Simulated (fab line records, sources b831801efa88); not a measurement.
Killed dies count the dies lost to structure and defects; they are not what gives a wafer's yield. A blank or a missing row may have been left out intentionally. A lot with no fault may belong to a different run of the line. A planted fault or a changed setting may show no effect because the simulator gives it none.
A struck lot beside a sound one || flow gf180mcu || 18 out of 602 route steps
Sound: wafers L144.1, L144.2, L144.6. Wafers struck: L134.1, L134.2, L134.6. Last of all comes the cause.
Each step with rows lists, per side, the tool, then ch with its chambers, then its first start. Under that, the readings that differ: sound wafers || struck wafers || difference of the means || sigmas: that difference in standard deviations of wafers without a fault.
alike: a reading whose means differ by less than 2 such deviations, as well as words and numbers matching on both sides. not compared: withheld readings; readings where some wafer has no value; bounds like >300 that might hide an equal value; numbers whose values overlap and for which the record gives no deviation.
The two part at a step that has a row with sigmas, a row that says differs or no value, or rows on one side only. Numbers that have no deviation but don't overlap get no sigmas and don't part them. Lack of a reading on every wafer of one side parts them only where that side has two or more wafers.

first, 2 steps without rows for these wafers: GF_CONTACT_PEB_12 (peb time 90 s); GF_CONTACT_DEVELOP_13 (develop time 60 s).
GF_CONTACT_CD_MEAS_14 targets a cd of 220 nm.
  struck on cdSem-02, day 20 01:26; sound on cdSem-02, day 23 11:09
  alike: cdNm
GF_CONTACT_OVL_MEAS_15:
  struck on overlay-01, day 20 01:34; sound on overlay-02, day 23 11:16
  alike: CONTACT_OVL
GF_CONTACT_ETCH_16: etches BARC in N2/H2.
  sound on rieDiel-01 ch 0,3, day 23 11:19; struck on rieDiel-03 ch 0,2, day 20 01:35
  alike: drypumpMotorCurrentA, oesProductAu, throttleValvePct
GF_CONTACT_ETCH_17: etches SiO2 in C4F8/O2/Ar, stops on CoSi2, target depth 860 nm.
  sound on rieDiel-01 ch 0,3; struck on rieDiel-03 ch 0,2
  alike: oesProductAu
GF_CONTACT_STRIP_18: strips in O2/N2.
  sound on plasmaAsher-03 ch 0,1, day 23 11:28; struck on plasmaAsher-01 ch 0,1, day 20 01:45
  alike: drypumpMotorCurrentA, heaterPowerW, oesProductAu
  not compared: rfHoursCounterH
then, 3 steps without rows for these wafers: GF_CONTACT_CLEAN_19 (cleans in SPM); GF_CONTACT_CLEAN_20 (cleans in DIW); GF_CONTACT_CLEAN_21 (cleans in dHF, time 20 s).
GF_CONTACT_SPUTTER_22: material Ti, target thk 15 nm, time 80.02 s.
  struck on pvdSputter-04, day 20 02:03; sound on pvdSputter-01, day 23 11:46
  alike: throttleValvePct
GF_CONTACT_SPUTTER_23: material TiN, target thk 10 nm, time 40 s.
  struck on pvdSputter-04, day 20 02:07; sound on pvdSputter-01, day 23 11:50
  alike: throttleValvePct
GF_CONTACT_CVD_24: deposits W, target thk 300 nm, time 90.339 s.
  sound on cvdW-01 ch 0,1, day 23 11:52; struck on cvdW-01 ch 0,1, day 20 02:09
{"reading": "susceptorTempC (C)", "sound": "399.59 400.04 400.02", "struck": "410.18 409.92 410.01", "difference": "+10.15", "sigmas": "+48"}
{"reading": "model.W_of_CONTACT_CVD_24.thkNm (nm)", "sound": "300.2 302.4 306.4", "struck": "356.8 362.8 359.5", "difference": "+56.7", "sigmas": ""}
  alike: heaterPowerOuterW, heaterPowerW
GF_CONTACT_RS_MEAS_25: measures by four-point-probe.
  struck on filmMetro-04, day 20 02:15; sound on filmMetro-01, day 23 11:58
{"reading": "CONTACT_W_RS (ohm/sq)", "sound": "0.381 0.378 0.374", "struck": "0.321 0.316 0.319", "difference": -0.059, "sigmas": -15}
GF_CONTACT_THK_MEAS_26: measures by xrf.
  struck on filmMetro-04, day 20 02:22; sound on filmMetro-01, day 23 12:05
{"reading": "CONTACT_W_THK (nm)", "sound": "295 296 301", "struck": "343 347 345", "difference": "+48", "sigmas": "+13"}
GF_CONTACT_CMP_27: polishes, stops on SiO2, t overpolish 15 s, target thk 0 nm.
  sound on cmp-01 ch 1,3, day 23 12:25; struck on cmp-01 ch 1,3, day 20 02:26
{"reading": "timeToEndpointS (s)", "sound": "73.3 75.8 74.4", "struck": "90.3 89.1 86.2", "difference": "+14.0", "sigmas": "+5"}
  alike: headPressurePsi, motorCurrentA
then, 1 step without rows for these wafers: GF_M1_SPUTTER_00 (material Ti, target thk 37.5 nm, time 150 s).
-- the record jumps here: 12 days lie between the struck wafers' starts before and after (it left off in module M1 and takes up again in module PASSIVATION, whose first step shown is number 602 of the route) --
GF_PASSIVATION_PROBE_99:
  only the struck wafers here have rows in the record (prober-01, day 32 07:06); the sound ones have none

== WHERE THEY PART ==
At GF_CONTACT_CVD_24 first; at GF_PASSIVATION_PROBE_99 last (within this record only).

WHY: what had been put in by the simulator
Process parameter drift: cvdW-01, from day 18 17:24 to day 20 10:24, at GF_CONTACT_CVD_24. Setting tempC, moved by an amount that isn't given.
